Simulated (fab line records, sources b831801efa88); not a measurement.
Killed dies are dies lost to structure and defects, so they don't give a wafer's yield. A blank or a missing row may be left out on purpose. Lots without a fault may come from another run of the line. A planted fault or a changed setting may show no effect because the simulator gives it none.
Which tool did it? | flow sfq_line | 7 lots, 21 wafers sampled, at 2 steps of a route of 325

WHAT THE GAUGES READ, wafer by wafer
SFQ_JJ_RS_MEAS_929: measures by four-point-probe.
lot  | measured     | on            | JJ_NB_RS (ohm/sq)
L503 | day 60 19:44 | film_metro-03 | 1.053 1.045 1.053
L507 | day 61 22:55 | film_metro-02 | 1.046 1.041 1.056
L511 | day 63 20:20 | film_metro-01 | 1.064 1.058 1.061
L515 | day 66 17:09 | film_metro-03 | 1.062 1.068 1.064
L519 | day 66 21:57 | film_metro-02 | 1.049 1.708 1.039
L521 | day 67 00:23 | film_metro-02 | 1.054 1.056 1.051
L524 | day 67 03:57 | film_metro-01 | 1.049 1.044 1.047

WHICH TOOL RAN EACH LOT (tool, then ch and the chambers of the sampled wafers, then the start)
lot  | SFQ_TRILAYER_JJ_TRILAYER_DEP_SPUTTER_112
L503 | pvd_sputter-04, day 60 19:40
L507 | pvd_sputter-03, day 61 22:50
L511 | pvd_sputter-04, day 63 20:13
L515 | pvd_sputter-03, day 66 17:04
L519 | pvd_sputter-04, day 66 21:52
L521 | pvd_sputter-03, day 67 00:16
L524 | pvd_sputter-03, day 67 03:52
- SFQ_TRILAYER_JJ_TRILAYER_DEP_SPUTTER_112: material Nb, target thk 170 nm, time 113.3 s.

THE ANSWER, worked out from the rows above alone
Rule: what is usual is taken from the lots themselves. Put in order of their means at a reading, lots are off if they are a third of the lots or fewer, leave a main group of 4 or more, and stand apart from it by a gap of 3 or more times the standard deviation of the main group's means; of several such gaps the widest counts. A main group whose means are all the same, to the digits that the tables above print for the reading, isn't used. A lot without any number at a reading at which 4 lots or more have one is off too. The other lots that the step has rows for count as sound.
Off: L519, at SFQ_JJ_RS_MEAS_929 (JJ_NB_RS). The main group: mean 1.054 ohm/sq, standard deviation 0.0067.
A tool fits if, at a process step before that reading, it ran every lot that is off, and no sound lot after the first of them. The gauges at SFQ_JJ_RS_MEAS_929 are tried like those tools. One fits: pvd_sputter-04 at SFQ_TRILAYER_JJ_TRILAYER_DEP_SPUTTER_112. Its last sound lot is L511 (day 63 20:13), its first lot that is off L519 (day 66 21:52): a fault that began between those two fits.

WHAT THE SIMULATOR HAD PUT IN
Process parameter drift: pvd_sputter-04, from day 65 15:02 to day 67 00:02, at SFQ_TRILAYER_JJ_TRILAYER_DEP_SPUTTER_112. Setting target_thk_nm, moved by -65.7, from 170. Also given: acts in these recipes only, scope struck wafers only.
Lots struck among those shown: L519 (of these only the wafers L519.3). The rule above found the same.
